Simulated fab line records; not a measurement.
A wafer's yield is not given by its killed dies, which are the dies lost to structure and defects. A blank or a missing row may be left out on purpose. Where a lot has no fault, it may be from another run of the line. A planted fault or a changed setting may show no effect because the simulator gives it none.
Lot-split experiment + flow sky130 + 5 lots, 23 wafers read, on a route of 708 steps

ABOUT THE SPLIT
At SKY_VT_ADJUST_PCH_COAT_02 (resist thk 3000 nm), the setting spin_rpm was moved away from the recipe's 2000 rpm on 8 of the 23 wafers read, by -7.2% to +6.6%. The other wafers ran this setting at the recipe's value.

The reading comes from the split's own step.

THE READING
coat_of_VT_ADJUST_PCH_COAT_02.thk_nm (the simulator's own value, which no gauge read), in nm, at SKY_VT_ADJUST_PCH_COAT_02 (resist thk 3000 nm). The file gives no usual value for it. Average 2996 nm, standard deviation 9.9 nm, over the 15 wafers here run with the recipe.

| wafer  | tool, chamber at the split | spin_rpm as run, rpm | against the recipe | coat_of_VT_ADJUST_PCH_COAT_02.thk_nm, nm | against lot-mates on the recipe |
|--------|----------------------------|----------------------|--------------------|------------------------------------------|---------------------------------|
| L074.1 | litho_track-03, 0          | 2052                 | +2.6%              | 2957                                     | -34                             |
| L074.2 | litho_track-03, 0          | 2000                 | recipe             | 2990                                     | -                               |
| L074.4 | litho_track-03, 0          | 2052                 | +2.6%              | 2960                                     | -32                             |
| L074.6 | litho_track-03, 0          | 2052                 | +2.6%              | 2960                                     | -32                             |
| L074.5 | litho_track-03, 0          | 2000                 | recipe             | 2993                                     | -                               |
| L078.1 | litho_track-04, 0          | 2132                 | +6.6%              | 2896                                     | -100                            |
| L078.2 | litho_track-04, 0          | 2000                 | recipe             | 2992                                     | -                               |
| L078.3 | litho_track-04, 0          | 2000                 | recipe             | 3001                                     | -                               |
| L078.5 | litho_track-04, 0          | 2132                 | +6.6%              | 2914                                     | -82                             |
| L078.6 | litho_track-04, 0          | 2132                 | +6.6%              | 2903                                     | -94                             |
| L080.1 | litho_track-01, 0          | 2000                 | recipe             | 3007                                     | -                               |
| L080.3 | litho_track-01, 0          | 2000                 | recipe             | 3016                                     | -                               |
| L080.6 | litho_track-01, 0          | 2000                 | recipe             | 3006                                     | -                               |
| L082.1 | litho_track-04, 0          | 2000                 | recipe             | 2979                                     | -                               |
| L082.5 | litho_track-04, 0          | 2000                 | recipe             | 2979                                     | -                               |
| L082.3 | litho_track-04, 0          | 1857                 | -7.2%              | 3102                                     | +121                            |
| L082.4 | litho_track-04, 0          | 1857                 | -7.2%              | 3098                                     | +117                            |
| L082.6 | litho_track-04, 0          | 2000                 | recipe             | 2986                                     | -                               |
| L085.1 | litho_track-03, 0          | 2000                 | recipe             | 2999                                     | -                               |
| L085.2 | litho_track-03, 0          | 2000                 | recipe             | 3004                                     | -                               |
| L085.4 | litho_track-03, 0          | 2000                 | recipe             | 2996                                     | -                               |
| L085.6 | litho_track-03, 0          | 2000                 | recipe             | 2996                                     | -                               |
| L085.5 | litho_track-03, 0          | 2000                 | recipe             | 2998                                     | -                               |

FIT RESULTS
A straight line over all 23 wafers: coat_of_VT_ADJUST_PCH_COAT_02.thk_nm changes by -14.2 nm for each +1% of spin_rpm; r = -0.98; the points scatter about the line by 8.9 nm.
The same after taking each lot's own level away (the mean of its wafers on the recipe; 23 wafers): -15.1 nm for each +1%; r = -0.99; scatter 5.8 nm.
According to that fit, moving spin_rpm by its largest amount changes the reading by 1.1e+02 nm.
The lots' own levels span 2981.3 to 3009.7 nm, that is 2.9 times the standard deviation above.
Consequently the slope shifts little with the lot-to-lot level, the two slopes agreeing.
Check: +106 nm against its lot-mates is what the line predicts for one of the wafers moved furthest among these (-7.2%) when that wafer is left out of the fit. It came out at +121 nm against them.

THESE WAFERS: OTHER SPLITS
Other splits were also applied to these wafers ahead of the reading. Each is held against what the fit with the lots' levels taken away leaves over:
| other split on the same wafers               | wafers away from the commonest value | r with coat_of_VT_ADJUST_PCH_COAT_02.thk_nm (lot level and that fit taken away) |
|----------------------------------------------|--------------------------------------|---------------------------------------------------------------------------------|
| SKY_VT_ADJUST_LVTN_SOFTBAKE_14 temp_c        | 12                                   | -0.23                                                                           |
| SKY_VT_ADJUST_NCORE_COAT_02 resist_thk_nm    | 12                                   | +0.12                                                                           |
| SKY_VT_ADJUST_HVTR_DEVELOP_06 develop_time_s | 9                                    | +0.30                                                                           |

THE WHOLE CHAIN: every reading that the file lists as answering this split, in the file's order
| step                       | what it does       | reading                                                                               | change (the file's fit)              | r (the file's) |
|----------------------------|--------------------|---------------------------------------------------------------------------------------|--------------------------------------|----------------|
| SKY_VT_ADJUST_PCH_COAT_02  | resist thk 3000 nm | coat_of_VT_ADJUST_PCH_COAT_02.thk_nm (the simulator's own value, which no gauge read) | -15.2 nm for each +1% of the setting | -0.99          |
| SKY_VT_ADJUST_PCH_STRIP_09 | strips in O2/N2    | strip_time_to_endpoint_s                                                              | withheld for each +1% of the setting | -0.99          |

FILE'S OWN FIT
coat_of_VT_ADJUST_PCH_COAT_02.thk_nm changes by -15.2 nm for each +1% of spin_rpm, r = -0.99.
